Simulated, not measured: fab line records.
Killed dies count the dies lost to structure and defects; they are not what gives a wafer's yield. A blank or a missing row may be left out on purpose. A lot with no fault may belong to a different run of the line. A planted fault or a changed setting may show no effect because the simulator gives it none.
A lot that was struck, set against a sound lot || flow gf180mcu || 15 out of 602 route steps
Sound: the wafers L354.4, L354.5, L354.6. Struck: wafer L368.5 (left out: L368.1, a lot-mate that was not struck); the cause follows at the end.
Each step with rows lists, per side, the tool, then ch with its chambers, then its first start. Under that, the readings that differ: sound wafers || struck wafers || difference of the means || sigmas: that difference in standard deviations of wafers without a fault.
alike: readings with means less than 2 such deviations apart, plus words and numbers identical on both sides. not compared: withheld readings, readings lacking a value on some wafer, bounds such as >300 that could conceal the same value, and numbers that have no deviation in the record and whose values overlap.
Wherever a step has rows on one side only, a row that says differs or no value, or a row with sigmas, the two part there. Non-overlapping numbers with no deviation appear without sigmas and do not part them. A reading that every wafer of one side lacks parts them only if that side has two wafers or more.

GF_PSD_RS_MEAS_15: measures by four-point-probe.
  struck on film_metro-04, day 19 14:49; sound on film_metro-04, day 14 10:56
  alike: PSD_RS
GF_SAB_CVD_00: deposits SiO2 from TEOS, target thk 50 nm, time 4.9302 s.
  sound on pecvd-03 ch 0,1,2, day 14 11:00; struck on pecvd-03 ch 2, day 19 14:56
  alike: heater_power_w, rf_fwd_power_W
GF_SAB_THK_MEAS_01:
  struck on film_metro-03, day 19 14:58; sound on film_metro-02, day 14 11:02
  alike: SAB_CVD_00_THK
then, 7 steps without rows for these wafers: GF_SAB_DEHYDRATE_02 (time 60 s); GF_SAB_HMDS_03 (prime time 60 s); GF_SAB_COAT_04 (resist thk 1000 nm); GF_SAB_SOFTBAKE_05 (time 60 s); GF_SAB_EXPOSE_06 (exposes mask SAB, target cd 420 nm); GF_SAB_PEB_07; GF_SAB_DEVELOP_08 (develop time 60 s).
GF_SAB_CD_MEAS_09 targets a cd of 420 nm.
  struck on cd_sem-01, day 20 14:56; sound on cd_sem-02, day 15 07:55
  alike: cd_nm
GF_SAB_OVL_MEAS_10:
  struck on overlay-02, day 20 15:04; sound on overlay-02, day 15 07:59
  alike: SAB_OVL
GF_SAB_ETCH_11: etches SiO2 in C4F8/O2/Ar, target depth 55 nm, time 8.5 s.
  sound on rie_diel-04 ch 0,1,2, day 15 08:01; struck on rie_diel-02 ch 2, day 20 15:06
{"reading": "oes_product_au (a.u.)", "sound": "0.995 1.004 1.001", "struck": 0.913, "difference": -0.087, "sigmas": -13}
{"reading": "model.etch.depth_nm (nm)", "sound": "54.07 55.38 54.85", "struck": 46.66, "difference": -8.11, "sigmas": ""}
{"reading": "model.SAB.feature_depth_nm (nm)", "sound": "54.07 55.38 54.85", "struck": 46.66, "difference": -8.11, "sigmas": ""}
  alike: rf_fwd_power_W
  not compared: rf_hours_counter_h
then, 1 step without rows for these wafers: GF_SAB_WET_ETCH_12 (etches SiO2 in dHF, target depth 22 nm, time 440 s).
-- the record jumps here: 13 days lie between the struck wafers' starts before and after (it left off in module SAB and takes up again in module PASSIVATION, whose first step shown is number 602 of the route) --
GF_PASSIVATION_PROBE_99:
  only the struck wafers here have rows in the record (prober-01, day 33 06:02); the sound ones have none

## WHERE THEY PART
First at GF_SAB_ETCH_11; last, within this record, at GF_PASSIVATION_PROBE_99.

WHY: the cause the simulator had injected
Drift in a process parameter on rie_diel-02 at GF_SAB_ETCH_11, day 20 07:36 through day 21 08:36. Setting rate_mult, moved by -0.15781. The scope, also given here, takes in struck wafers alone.
